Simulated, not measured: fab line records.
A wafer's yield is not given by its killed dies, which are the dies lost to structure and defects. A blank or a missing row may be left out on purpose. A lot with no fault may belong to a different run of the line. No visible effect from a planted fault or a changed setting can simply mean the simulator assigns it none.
fab line records | flow sfqLine
record lots=6 wafers=18 lastDay=96
route steps=325 shown I5@235 C5@240
lots untouched by any fault: they come from a run of this same line in which no faults occurred
startH: the number of hours between the record's first day and the start of the first shown wafer of the lot | waitH: time in hours since the lot's previous step | " identical to the entry in the row above | L1.1+2: several wafers, shown together as one row | - value missing, or start not given | * or withheld: withheld | < > ~ a bound
route shown NAME@n: NAME is a module with steps in the file, n the number in the route of the first one | usual: the fault-free wafers' mean and standard deviation | same: alike in all rows | chamber/n: place in a boat | sites: each site's reading | _std_site: standard deviation of those values | _edge_site: inner sites' mean taken away from outer sites' mean | radiusMm: how far each site lies from the wafer's centre | mask NAME#n: copy n | behind: tool/chamber where the wafer was last shaped | hold: why the lot was held/for how many hours/how that ended | device: transistor that didn't switch, given as n, p or np | end of line: the same wafers' tests at the end of the route | a step without rows: its recipe alone | killed: count of dies lost to structure and defects at first sort (not the wafer's yield) | map: the dies of a wafer, with x for killed, . for not killed, _ for no die there
set.NAME: setting as actually run; set.NAME@STEP: the setting as run at that earlier step | model.NAME: the simulator's own value behind a step, which no gauge read
lots at selected steps of the route; one table per step, one row per wafer
services: a tool's chamber out of use, with start hour (startH, from the record's first day; less than 0 if before it), hours out, and reason
## steps
# step SFQ_I5_OVL_MEAS_936
# usual I5_OVL=1/4.5
# columns lot.wafer tool chamber startH waitH I5_OVL[nm]
L190.2 overlay-01 - 1640.04 0.1 7
L190.3 " - " " -2
L190.5 " - " " -3
L196.2 overlay-01 - 1692.11 0.1 -1
L196.5 " - " " 3
L196.6 " - " " -1
L197.2 overlay-01 - 1694.51 0.1 8
L197.3 " - " " 15
L197.5 " - " " 11
L206.1 overlay-01 - 1794.49 0.1 -1
L206.3 " - " " 0
L206.5 " - " " -2
L207.1 overlay-01 - 1894.22 0.1 -4
L207.2 " - " " 3
L207.3 " - " " 0
L208.1 overlay-01 - 1895.42 0.1 3
L208.3 " - " " -1
L208.4 " - " " -1
# step SFQ_TRILAYER_I5_BARC_OPEN_VIA_ETCH_200
# recipe maskMaterial=PR chemistry=O2 targetDepthNm=125 target=BARC sourceW=500 biasW=80 pressureMtorr=30 timeS=41.7
# usual drypumpMotorCurrentA=5.9/0.4 oesProductAu=0.685/0.0047 runLengthS=70.0/0.54
# same timeS=41.7
# columns lot.wafer tool chamber startH waitH drypumpMotorCurrentA oesProductAu rfHoursCounterH runLengthS
L190.2 rieDiel-01 2 1640.07 0.0 6.2 0.686 12 70.1
L190.3 " 1 " " 6.0 0.680 10 69.5
L190.5 " 3 " " 5.3 0.691 - 71.0
L196.2 rieDiel-02 1 1692.14 0.0 5.7 0.683 3 70.4
L196.5 " 3 " " 6.4 0.678 - 69.6
L196.6 " 0 " " 6.1 0.678 - 69.4
L197.2 rieDiel-03 2 1694.54 0.0 6.5 0.679 12 69.3
L197.3 " 1 " " 5.4 0.679 17 70.7
L197.5 " 0 " " 6.4 0.683 - 69.7
L206.1 rieDiel-03 3 1794.53 0.0 6.2 0.689 1 69.1
L206.3 " 1 " " 5.5 0.680 19 70.7
L206.5 " 1 " " 5.5 0.688 - 70.7
L207.1 rieDiel-02 0 1894.26 0.0 6.1 0.694 1 69.2
L207.2 " 3 " " 6.4 0.684 19 70.0
L207.3 " 2 " " 6.3 0.686 16 69.9
L208.1 rieDiel-01 1 1895.46 0.0 5.9 0.683 14 69.6
L208.3 " 3 " " 5.3 0.688 1 71.0
L208.4 " 1 " " 6.0 0.683 - 69.7
# step SFQ_TRILAYER_I5_ETCH_VIA_ETCH_147
# recipe stopOn=Nb maskMaterial=PR chemistry=CHF3 targetDepthNm=360 sourceW=500 biasW=80 pressureMtorr=30 timeS=withheld
# usual drypumpMotorCurrentA=5.9/0.4 oesProductAu=0.990/0.0053
# columns lot.wafer tool chamber startH waitH drypumpMotorCurrentA oesProductAu
L190.2 rieDiel-01 2 1640.11 0.0 6.2 0.997
L190.3 " 1 " " 5.9 0.993
L190.5 " 3 " " 5.3 0.997
L196.2 rieDiel-02 1 1692.18 0.0 5.7 0.985
L196.5 " 3 " " 6.4 0.983
L196.6 " 0 " " 6.1 0.992
L197.2 rieDiel-03 2 1694.58 0.0 6.5 0.987
L197.3 " 1 " " 5.5 0.992
L197.5 " 0 " " 6.4 0.990
L206.1 rieDiel-03 3 1794.57 0.0 6.2 0.989
L206.3 " 1 " " 5.5 0.990
L206.5 " 1 " " 5.5 0.982
L207.1 rieDiel-02 0 1894.30 0.0 6.1 0.991
L207.2 " 3 " " 6.4 0.987
L207.3 " 2 " " 6.3 0.994
L208.1 rieDiel-01 1 1895.50 0.0 5.9 0.985
L208.3 " 3 " " 5.3 0.996
L208.4 " 1 " " 5.9 0.992
# step SFQ_TRILAYER_I5_STRIP_STRIP_148
# recipe gas=O2 powerW=200 platenTempC=40 overashFraction=0.65 chemistry=O2 pressureMtorr=51.21
# usual drypumpMotorCurrentA=5.87/0.29 oesProductAu=0.998/0.0087
# same overashFraction=0.65
# columns lot.wafer tool chamber startH waitH drypumpMotorCurrentA oesProductAu rfHoursCounterH
L190.2 rieMetal-02 0 1640.46 - 5.46 0.991 -
L190.3 " 0 " " 5.48 0.992 -
L190.5 " 0 " " 5.46 0.996 -
L196.2 rieMetal-02 0 1692.33 - 5.46 0.990 50
L196.5 " 0 " " 5.48 1.002 -
L196.6 " 1 " " 6.03 1.001 -
L197.2 rieMetal-03 0 1694.73 - 6.34 0.998 37
L197.3 " 0 " " 6.33 0.997 -
L197.5 " 0 " " 6.33 1.002 -
L206.1 rieMetal-02 0 1794.72 - 5.46 0.999 60
L206.3 " 1 " " 6.01 0.998 -
L206.5 " 1 " " 6.02 0.991 -
L207.1 rieMetal-03 0 1894.45 - 6.33 1.003 67
L207.2 " 1 " " 5.83 0.997 13
L207.3 " 1 " " 5.84 0.998 -
L208.1 rieMetal-02 0 1895.65 - 5.47 1.000 74
L208.3 " 0 " " 5.45 1.000 -
L208.4 " 1 " " 5.99 0.994 -
# step SFQ_TRILAYER_I5_STRIP_SOLV_CLEAN_149
# recipe chemistry=NMP tempC=70 timeS=600
# step SFQ_TRILAYER_C5_LITHO_COAT_156
# recipe resist=BARC spinRpm=3000 resistThkNm=62
# step SFQ_TRILAYER_C5_LITHO_COAT_151
# recipe resist=KrF spinRpm=3000 resistThkNm=650
# step SFQ_TRILAYER_C5_LITHO_SOFTBAKE_155
# recipe tempC=withheld timeS=withheld resist=KrF
# step SFQ_TRILAYER_C5_LITHO_EXPOSE_152
# recipe maskId=C5 na=0.6 sourceShape=conventional sigmaOuter=0.65 targetCdNm=500 doseMj=21.3
# step SFQ_TRILAYER_C5_LITHO_PEB_154
# recipe pebTempC=115 pebTimeS=60 resist=KrF
# step SFQ_TRILAYER_C5_LITHO_DEVELOP_153
# recipe timeS=60 resist=KrF
# step SFQ_C5_OVL_MEAS_937
# usual C5_OVL=0/5.6
# columns lot.wafer tool chamber startH waitH C5_OVL[nm]
L190.2 overlay-02 - 1644.25 0.1 -3
L190.3 " - " " -6
L190.5 " - " " -6
L196.2 overlay-01 - 1783.43 0.1 -6
L196.5 " - " " -9
L196.6 " - " " 0
L197.2 overlay-02 - 1815.42 0.1 6
L197.3 " - " " 7
L197.5 " - " " 12
L206.1 overlay-01 - 1886.34 0.1 14
L206.3 " - " " 12
L206.5 " - " " 13
L207.1 overlay-02 - 1897.47 0.1 8
L207.2 " - " " 3
L207.3 " - " " 4
L208.1 overlay-01 - 1902.69 0.1 -3
L208.3 " - " " 4
L208.4 " - " " -2
# step SFQ_TRILAYER_C5_BARC_OPEN_VIA_ETCH_210
# recipe maskMaterial=PR chemistry=O2 targetDepthNm=125 target=BARC sourceW=500 biasW=80 pressureMtorr=30 timeS=41.7
# usual drypumpMotorCurrentA=5.8/0.36 oesProductAu=0.685/0.0047 runLengthS=70.0/0.49
# columns lot.wafer tool chamber startH waitH drypumpMotorCurrentA oesProductAu rfHoursCounterH runLengthS model.KrF_of_TRILAYER_C5_LITHO_COAT_151.thkNm
L190.2 rieDiel-01 1 1644.28 0.0 5.9 0.681 10 69.5 575.3
L190.3 " 3 " " 5.3 0.691 18 70.5 575.8
L190.5 " 0 " " 5.5 0.688 - 70.1 574.2
L196.2 rieDiel-04 3 1783.46 0.0 5.6 0.684 6 69.1 572.6
L196.5 " 0 " " 6.0 0.688 - 71.1 575.6
L196.6 " 3 " " 5.6 0.687 - 69.4 576
L197.2 rieDiel-04 2 1815.45 0.0 6.2 0.684 18 69.6 576.6
L197.3 " 1 " " 5.3 0.693 14 69.6 574.5
L197.5 " 0 " " 5.9 0.689 - 70.2 578.5
L206.1 rieDiel-04 1 1886.38 0.0 5.3 0.766 15 63.9 586.1
L206.3 " 3 " " 5.6 0.762 8 63.5 586
L206.5 " 3 " " 5.6 0.757 - 63.1 586.4
L207.1 rieDiel-04 1 1897.51 0.0 5.3 0.766 15 63.9 581.1
L207.2 " 2 " " 6.2 0.768 0 63.9 581.8
L207.3 " 3 " " 5.6 0.763 8 63.7 580.2
L208.1 rieDiel-01 3 1902.73 0.0 5.3 0.681 1 70.8 576.9
L208.3 " 1 " " 6.0 0.683 14 69.5 576.5
L208.4 " 2 " " 6.2 0.688 - 70.3 575.9
# step SFQ_TRILAYER_C5_ETCH_VIA_ETCH_154
# recipe target=SiO2 maskMaterial=PR chemistry=CHF3 targetDepthNm=84 sourceW=500 biasW=78.11 pressureMtorr=30 timeS=withheld stopOn=Nb
# usual drypumpMotorCurrentA=5.8/0.36 oesProductAu=0.894/0.0076
# columns lot.wafer tool chamber startH waitH drypumpMotorCurrentA oesProductAu model.KrF_of_TRILAYER_C5_LITHO_COAT_151.thkNm
L190.2 rieDiel-01 1 1644.32 0.0 5.9 0.882 561
L190.3 " 3 " " 5.3 0.883 561.7
L190.5 " 0 " " 5.5 0.900 559.9
L196.2 rieDiel-04 3 1783.50 0.0 5.6 0.896 558.2
L196.5 " 0 " " 6.0 0.907 561.2
L196.6 " 3 " " 5.6 0.892 561.7
L197.2 rieDiel-04 2 1815.49 0.0 6.2 0.885 562.3
L197.3 " 1 " " 5.3 0.884 559.8
L197.5 " 0 " " 6.0 0.910 564.1
L206.1 rieDiel-04 1 1886.42 0.0 5.3 0.896 571.7
L206.3 " 3 " " 5.5 0.888 571.7
L206.5 " 3 " " 5.6 0.899 572.1
L207.1 rieDiel-04 1 1897.55 0.0 5.3 0.893 566.5
L207.2 " 2 " " 6.2 0.892 567.6
L207.3 " 3 " " 5.6 0.890 565.7
L208.1 rieDiel-01 3 1902.77 0.0 5.3 0.894 562.8
L208.3 " 1 " " 6.0 0.896 562.2
L208.4 " 2 " " 6.2 0.901 561.6
# step SFQ_TRILAYER_C5_STRIP_STRIP_155
# recipe gas=O2 powerW=200 platenTempC=40 overashFraction=0.65 chemistry=O2 pressureMtorr=50
# usual drypumpMotorCurrentA=5.77/0.24 oesProductAu=1.000/0.0083
# same overashFraction=0.65
# columns lot.wafer tool chamber startH waitH drypumpMotorCurrentA oesProductAu rfHoursCounterH
L190.2 rieMetal-04 0 1644.37 - 5.67 1.003 72
L190.3 " 0 " " 5.70 0.991 -
L190.5 " 0 " " 5.68 0.993 -
L196.2 rieMetal-02 1 1783.55 - 6.02 0.983 12
L196.5 " 1 " " 6.00 0.993 -
L196.6 " 0 " " 5.48 0.991 -
L197.2 rieMetal-01 0 1815.54 - 5.65 0.996 41
L197.3 " 0 " " 5.63 1.004 -
L197.5 " 0 " " 5.60 1.002 -
L206.1 rieMetal-01 0 1886.47 - 5.63 1.000 48
L206.3 " 0 " " 5.62 0.996 -
L206.5 " 0 " " 5.63 0.992 -
L207.1 rieMetal-01 1 1897.60 - 5.88 1.007 85
L207.2 " 0 " " 5.63 0.997 50
L207.3 " 1 " " 5.86 1.007 -
L208.1 rieMetal-01 0 1902.82 - 5.64 1.000 51
L208.3 " 0 " " 5.63 1.002 -
L208.4 " 1 " " 5.85 1.008 -
## services
# columns tool chamber startH hours kind
rieDiel-04 - 1618.00 2.8 pm
rieDiel-03 1 1622.19 13.3 repair
rieDiel-02 2 1623.74 3.5 repair
rieDiel-01 0 1648.34 14.1 repair
rieDiel-01 1 1654.09 6.5 repair
rieDiel-03 2 1683.82 1.4 repair
rieDiel-02 - 1692.82 0.1 repair
rieDiel-03 3 1705.30 2.5 repair
rieDiel-04 3 1715.01 1.3 repair
rieDiel-02 1 1733.08 4.8 repair
rieMetal-01 1 1739.91 20.6 repair
rieDiel-01 3 1743.61 35.9 repair
rieDiel-04 1 1748.40 19.6 repair
rieDiel-01 2 1748.94 3.0 repair
rieDiel-01 1 1750.92 1.6 repair
rieDiel-03 - 1752.95 0.3 repair
rieDiel-02 0 1761.41 5.0 repair
rieDiel-04 1 1769.67 5.1 repair
rieDiel-01 2 1774.12 3.0 repair
rieDiel-02 0 1801.58 7.9 repair
rieDiel-03 - 1832.42 0.4 repair
rieDiel-02 2 1838.16 2.4 repair
rieDiel-03 1 1842.24 1.8 repair
rieDiel-04 0 1869.19 2.8 repair
## key
firstSign step=SFQ_TRILAYER_C5_BARC_OPEN_VIA_ETCH_210 reading=oesProductAu direction=up sigmas=17 usual=0.685 struck=0.764
effect step=SFQ_TRILAYER_C5_BARC_OPEN_VIA_ETCH_210 reading=runLengthS direction=down sigmas=13 usual=* struck=*
modelEffect step=SFQ_TRILAYER_C5_BARC_OPEN_VIA_ETCH_210 value=KrF_of_TRILAYER_C5_LITHO_COAT_151.thkNm without=576.9 struck=583.6
modelEffect step=SFQ_TRILAYER_C5_ETCH_VIA_ETCH_154 value=KrF_of_TRILAYER_C5_LITHO_COAT_151.thkNm without=562.5 struck=569.2
metAt SFQ_TRILAYER_C5_BARC_OPEN_VIA_ETCH_210
struckWafers L206.1,L206.3,L206.5,L207.1,L207.2,L207.3
onsetBetween 1815.45 1886.38
fault kind=processParameterDrift tool=rieDiel-04 chamber=- onsetH=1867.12 steps=SFQ_TRILAYER_C5_BARC_OPEN_VIA_ETCH_210 channel=timeS offset=* shape=step endH=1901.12 actsIn=* stated=*
